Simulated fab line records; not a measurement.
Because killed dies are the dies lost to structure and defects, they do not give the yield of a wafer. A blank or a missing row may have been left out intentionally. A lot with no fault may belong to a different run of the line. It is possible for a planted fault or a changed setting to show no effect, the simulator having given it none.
Which tool is to blame? ; flow sky130 ; 6 lots with 18 wafers sampled at 3 steps, on a route of 708 steps

## WHAT THE GAUGES SHOWED, per wafer
SKY_VT_ADJUST_LVTN_TW_MEAS_21.
lot;measured;on;VT_ADJUST_LVTN_2_TW
L599;day 8 07:33;film metro-01;188.8 188.1 188.1
L602;day 8 21:22;film metro-01;187.1 187.6 188.7
L604;day 9 17:01;film metro-04;187.6 187.4 186.3
L609;day 11 01:17;film metro-04;185.8 186.9 186.1
L619;day 13 19:13;film metro-01;190.5 190.6 191.0
L621;day 14 05:59;film metro-01;187.1 187.4 188.5

## WHICH TOOL RAN EACH LOT (tool, then ch and the chambers of the sampled wafers, then the start)
lot;SKY_VT_ADJUST_HVTP_STRIP_10;SKY_VT_ADJUST_LVTN_STRIP_09
L599;plasma asher-03 ch 0,1, day 6 14:07;plasma asher-01 ch 0,1, day 7 10:10
L602;plasma asher-03 ch 0,1, day 7 03:44;plasma asher-02 ch 0,1, day 8 00:19
L604;plasma asher-04 ch 0,1, day 7 20:56;plasma asher-03 ch 0,1, day 8 18:43
L609;plasma asher-04 ch 0,1, day 9 03:02;plasma asher-02 ch 0,1, day 10 01:40
L619;plasma asher-04 ch 0,1, day 11 19:10;plasma asher-03 ch 0,1, day 12 18:19
L621;plasma asher-03 ch 0,1, day 12 02:14;plasma asher-01 ch 0, day 13 03:17
- SKY_VT_ADJUST_HVTP_STRIP_10: strips in O2/N2.
- SKY_VT_ADJUST_LVTN_STRIP_09: strips in O2/N2.

## THE ANSWER, worked out from the rows above alone
Rule: the lots themselves supply what counts as usual. The widest of any qualifying gaps counts: lots, ordered by their means at a reading, are off when they make up no more than a third of the lots, leave a main group of 4 or more, and stand apart from it by 3 or more times the standard deviation of that group's means. Not used: any main group whose means are identical at the precision the tables above print for the reading. Also off: a lot with no number at a reading for which 4 or more lots have one. Where the step has rows for the other lots, those lots are counted as sound.
Off: at SKY_VT_ADJUST_LVTN_TW_MEAS_21 (VT_ADJUST_LVTN_2_TW), L619. For the main group the mean is 187.4 and the standard deviation 0.7.
A tool fits if, at a process step before that reading, it ran every lot that is off, and no sound lot after the first of them. The gauges at SKY_VT_ADJUST_LVTN_TW_MEAS_21 are tried like those tools. Can't be told from this: 2 tools fit, plasma asher-04 at SKY_VT_ADJUST_HVTP_STRIP_10, plasma asher-03 at SKY_VT_ADJUST_LVTN_STRIP_09.

## WHAT WAS PUT IN BY THE SIMULATOR
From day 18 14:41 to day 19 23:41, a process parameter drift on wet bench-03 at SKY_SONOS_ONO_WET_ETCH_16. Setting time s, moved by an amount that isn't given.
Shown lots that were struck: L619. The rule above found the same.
